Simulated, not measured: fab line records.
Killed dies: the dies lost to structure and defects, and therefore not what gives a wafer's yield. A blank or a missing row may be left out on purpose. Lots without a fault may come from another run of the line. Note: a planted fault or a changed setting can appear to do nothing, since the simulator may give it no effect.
Which tool is to blame? || flow sfq line || 14 lots, 42 wafers sampled, at 2 steps of a route of 325

WHAT EACH GAUGE READ, for each wafer
SFQ_M7_OVL_MEAS_945.
{"lot": "L781", "measured": "day 78 16:40", "on": "overlay-02", "M7_OVL (nm)": "9 3 1"}
{"lot": "L783", "measured": "day 78 23:53", "on": "overlay-02", "M7_OVL (nm)": "-6 -1 -3"}
{"lot": "L784", "measured": "day 79 03:28", "on": "overlay-02", "M7_OVL (nm)": "14 9 17"}
{"lot": "L785", "measured": "day 80 07:49", "on": "overlay-01", "M7_OVL (nm)": "-3 -2 -2"}
{"lot": "L786", "measured": "day 80 09:01", "on": "overlay-01", "M7_OVL (nm)": "-1 8 0"}
{"lot": "L791", "measured": "day 85 17:09", "on": "overlay-02", "M7_OVL (nm)": "5 2 2"}
{"lot": "L793", "measured": "day 85 18:20", "on": "overlay-01", "M7_OVL (nm)": "4 -1 -3"}
{"lot": "L798", "measured": "day 86 16:22", "on": "overlay-01", "M7_OVL (nm)": "8 8 2"}
{"lot": "L799", "measured": "day 86 17:34", "on": "overlay-02", "M7_OVL (nm)": "7 8 4"}
{"lot": "L800", "measured": "day 86 19:59", "on": "overlay-02", "M7_OVL (nm)": "-3 5 4"}
{"lot": "L801", "measured": "day 87 12:47", "on": "overlay-02", "M7_OVL (nm)": "3 2 4"}
{"lot": "L802", "measured": "day 88 00:47", "on": "overlay-01", "M7_OVL (nm)": "8 2 -1"}
{"lot": "L803", "measured": "day 88 03:10", "on": "overlay-01", "M7_OVL (nm)": "-1 6 0"}
{"lot": "L804", "measured": "day 88 05:34", "on": "overlay-01", "M7_OVL (nm)": "-8 -13 -7"}

WHICH TOOL RAN EACH LOT (tool, then ch and the chambers of the sampled wafers, then the start)
{"lot": "L781", "SFQ_TRILAYER_I6_METRO_MEASURE_167": "film metro-04, day 73 14:35"}
{"lot": "L783", "SFQ_TRILAYER_I6_METRO_MEASURE_167": "film metro-01, day 74 08:22"}
{"lot": "L784", "SFQ_TRILAYER_I6_METRO_MEASURE_167": "film metro-01, day 74 11:10"}
{"lot": "L785", "SFQ_TRILAYER_I6_METRO_MEASURE_167": "film metro-01, day 75 20:59"}
{"lot": "L786", "SFQ_TRILAYER_I6_METRO_MEASURE_167": "film metro-02, day 75 23:59"}
{"lot": "L791", "SFQ_TRILAYER_I6_METRO_MEASURE_167": "film metro-01, day 77 18:26"}
{"lot": "L793", "SFQ_TRILAYER_I6_METRO_MEASURE_167": "film metro-04, day 77 19:47"}
{"lot": "L798", "SFQ_TRILAYER_I6_METRO_MEASURE_167": "film metro-04, day 78 19:04"}
{"lot": "L799", "SFQ_TRILAYER_I6_METRO_MEASURE_167": "film metro-01, day 79 00:49"}
{"lot": "L800", "SFQ_TRILAYER_I6_METRO_MEASURE_167": "film metro-01, day 79 04:04"}
{"lot": "L801", "SFQ_TRILAYER_I6_METRO_MEASURE_167": "film metro-02, day 79 13:01"}
{"lot": "L802", "SFQ_TRILAYER_I6_METRO_MEASURE_167": "film metro-02, day 79 23:11"}
{"lot": "L803", "SFQ_TRILAYER_I6_METRO_MEASURE_167": "film metro-01, day 80 01:13"}
{"lot": "L804", "SFQ_TRILAYER_I6_METRO_MEASURE_167": "film metro-02, day 80 04:49"}
- SFQ_TRILAYER_I6_METRO_MEASURE_167

AS READ BY THE TOOLS THEMSELVES (means over the sampled wafers that have a number; for cases with no such wafer, the mark the record gives instead)
SFQ_TRILAYER_I6_METRO_MEASURE_167.
{"lot": "L781", "tool": "film metro-04", "thk nm (nm)": 202.0}
{"lot": "L783", "tool": "film metro-01", "thk nm (nm)": 201.2}
{"lot": "L784", "tool": "film metro-01", "thk nm (nm)": 200.6}
{"lot": "L785", "tool": "film metro-01", "thk nm (nm)": 198.3}
{"lot": "L786", "tool": "film metro-02", "thk nm (nm)": 199.8}
{"lot": "L791", "tool": "film metro-01", "thk nm (nm)": 199.0}
{"lot": "L793", "tool": "film metro-04", "thk nm (nm)": 199.5}
{"lot": "L798", "tool": "film metro-04", "thk nm (nm)": 199.9}
{"lot": "L799", "tool": "film metro-01", "thk nm (nm)": 199.2}
{"lot": "L800", "tool": "film metro-01", "thk nm (nm)": 198.4}
{"lot": "L801", "tool": "film metro-02", "thk nm (nm)": 198.5}
{"lot": "L802", "tool": "film metro-02", "thk nm (nm)": 199.6}
{"lot": "L803", "tool": "film metro-01", "thk nm (nm)": 199.4}
{"lot": "L804", "tool": "film metro-02", "thk nm (nm)": 199.8}

THE ANSWER, worked out from the rows above alone
Rule: usual is defined by the lots themselves. The widest of any qualifying gaps counts: lots, ordered by their means at a reading, are off when they make up no more than a third of the lots, leave a main group of 4 or more, and stand apart from it by 3 or more times the standard deviation of that group's means. If all means in a main group match to the digits the tables above print for the reading, that group is not used. Also off: a lot with no number at a reading for which 4 or more lots have one. The other lots that the step has rows for count as sound. After the gauges, taken in route order, come the tools' own readings; for these a lot's mean is taken, as printed above. At the first step where some lot is off, the reading lying furthest off is the one used; lots without a number count as furthest.
None of the lots is off at any reading shown; this tells nothing.

WHAT WAS PUT IN BY THE SIMULATOR
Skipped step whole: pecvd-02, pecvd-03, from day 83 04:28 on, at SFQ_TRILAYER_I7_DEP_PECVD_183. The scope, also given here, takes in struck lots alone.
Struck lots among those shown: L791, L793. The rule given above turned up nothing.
